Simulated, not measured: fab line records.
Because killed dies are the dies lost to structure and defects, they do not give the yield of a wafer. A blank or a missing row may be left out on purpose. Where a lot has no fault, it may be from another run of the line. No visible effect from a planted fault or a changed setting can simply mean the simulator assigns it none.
What tool caused it?    flow gf180mcu    10 lots with 30 wafers sampled at 6 steps, on a route of 602 steps

## WHAT THE GAUGES SHOWED, per wafer
GF_HV_LDD_TW_MEAS_23.
lot   measured      on             HV_LDD_2_TW
L363  day 11 18:58  film-metro-01  30 30 30
L364  day 12 02:51  film-metro-04  30 30 30
L369  day 13 15:19  film-metro-01  1051 1053 1053
L371  day 14 09:49  film-metro-04  1066 1059 1058
L372  day 14 13:11  film-metro-04  1062 1066 1063
L376  day 15 17:18  film-metro-04  1063 1066 1057
L377  day 16 01:38  film-metro-01  1051 1057 1056
L380  day 17 04:50  film-metro-04  1067 1066 1065
L381  day 17 10:38  film-metro-04  1063 1059 1062
L382  day 17 14:46  film-metro-04  1056 1062 1060

## WHICH TOOL RAN EACH LOT (tool, then ch and the chambers of the sampled wafers, then the start)
lot   GF_VT_IMPLANT_RTA_45              GF_DUAL_GATE_STRIP_13                 GF_POLY_GATE_ETCH_13              GF_HV_LDD_STRIP_10                    GF_HV_LDD_STRIP_22
L363  rtp-anneal-01 ch 0, day 8 09:46   plasma-asher-02 ch 0,1, day 9 05:01   rie-si-02 ch 2,3, day 10 04:26    plasma-asher-04 ch 0,1, day 11 00:40  plasma-asher-02 ch 0,1, day 11 18:52
L364  rtp-anneal-02 ch 0, day 8 17:13   plasma-asher-02 ch 0,1, day 9 14:29   rie-si-01 ch 0,3, day 10 11:50    plasma-asher-04 ch 0,1, day 11 08:16  plasma-asher-02 ch 0,1, day 12 02:46
L369  rtp-anneal-02 ch 0, day 10 03:28  plasma-asher-01 ch 0,1, day 10 23:47  rie-si-02 ch 0,1,2, day 11 21:23  plasma-asher-03 ch 0,1, day 12 19:28  plasma-asher-04 ch 0,1, day 13 15:13
L371  rtp-anneal-02 ch 0, day 10 16:12  plasma-asher-01 ch 1, day 11 14:04    rie-si-01 ch 1,2,3, day 12 15:23  plasma-asher-04 ch 0,1, day 13 12:56  plasma-asher-03 ch 0,1, day 14 09:42
L372  rtp-anneal-02 ch 0, day 10 21:37  plasma-asher-01 ch 0,1, day 11 18:21  rie-si-01 ch 1,2,3, day 12 18:29  plasma-asher-04 ch 0,1, day 13 15:50  plasma-asher-02 ch 0,1, day 14 13:05
L376  rtp-anneal-02 ch 0, day 12 00:03  plasma-asher-02 ch 0,1, day 12 21:59  rie-si-02 ch 1,2,3, day 13 21:14  plasma-asher-03 ch 0,1, day 14 19:58  plasma-asher-02 ch 0,1, day 15 17:13
L377  rtp-anneal-01 ch 0, day 12 06:29  plasma-asher-01 ch 0,1, day 13 04:12  rie-si-01 ch 0,1, day 14 04:41    plasma-asher-03 ch 0,1, day 15 02:59  plasma-asher-02 ch 0, day 16 01:32
L380  rtp-anneal-02 ch 0, day 13 05:28  plasma-asher-04 ch 0,1, day 14 05:16  rie-si-01 ch 0,1,2, day 15 06:05  plasma-asher-04 ch 0,1, day 16 05:38  plasma-asher-03 ch 0,1, day 17 04:44
L381  rtp-anneal-02 ch 0, day 13 12:08  plasma-asher-04 ch 0,1, day 14 11:24  rie-si-01 ch 0,2,3, day 15 12:11  plasma-asher-04 ch 0,1, day 16 12:14  plasma-asher-03 ch 0,1, day 17 10:32
L382  rtp-anneal-02 ch 0, day 13 16:27  plasma-asher-01 ch 0,1, day 14 15:05  rie-si-01 ch 0,2,3, day 15 15:23  plasma-asher-04 ch 0,1, day 16 15:28  plasma-asher-04 ch 0,1, day 17 14:40
- GF_VT_IMPLANT_RTA_45: time 30 s.
- GF_DUAL_GATE_STRIP_13: strips in O2/N2.
- GF_POLY_GATE_ETCH_13: etches poly-Si in HBr/Cl2, stops on SiO2, target depth 198.5 nm, time 69.6 s.
- GF_HV_LDD_STRIP_10: strips in O2/N2.
- GF_HV_LDD_STRIP_22: strips in O2/N2.

## THE ANSWER, worked out from the rows above alone
Rule: the lots themselves supply what counts as usual. Put in order of their means at a reading, lots are off if they are a third of the lots or fewer, leave a main group of 4 or more, and stand apart from it by a gap of 3 or more times the standard deviation of the main group's means; of several such gaps the widest counts. If all means in a main group match to the digits the tables above print for the reading, that group is not used. A lot without any number at a reading at which 4 lots or more have one is off too. The other lots that the step has rows for count as sound.
Off: at GF_HV_LDD_TW_MEAS_23 (HV_LDD_2_TW), L363, L364. For the main group the mean is 1060 and the standard deviation 4.2.
A tool fits if, at a process step before that reading, it ran every lot that is off, and no sound lot after the first of them. The gauges at GF_HV_LDD_TW_MEAS_23 are tried like those tools. None of those tried fits.

## WHAT THE SIMULATOR HAD INSERTED
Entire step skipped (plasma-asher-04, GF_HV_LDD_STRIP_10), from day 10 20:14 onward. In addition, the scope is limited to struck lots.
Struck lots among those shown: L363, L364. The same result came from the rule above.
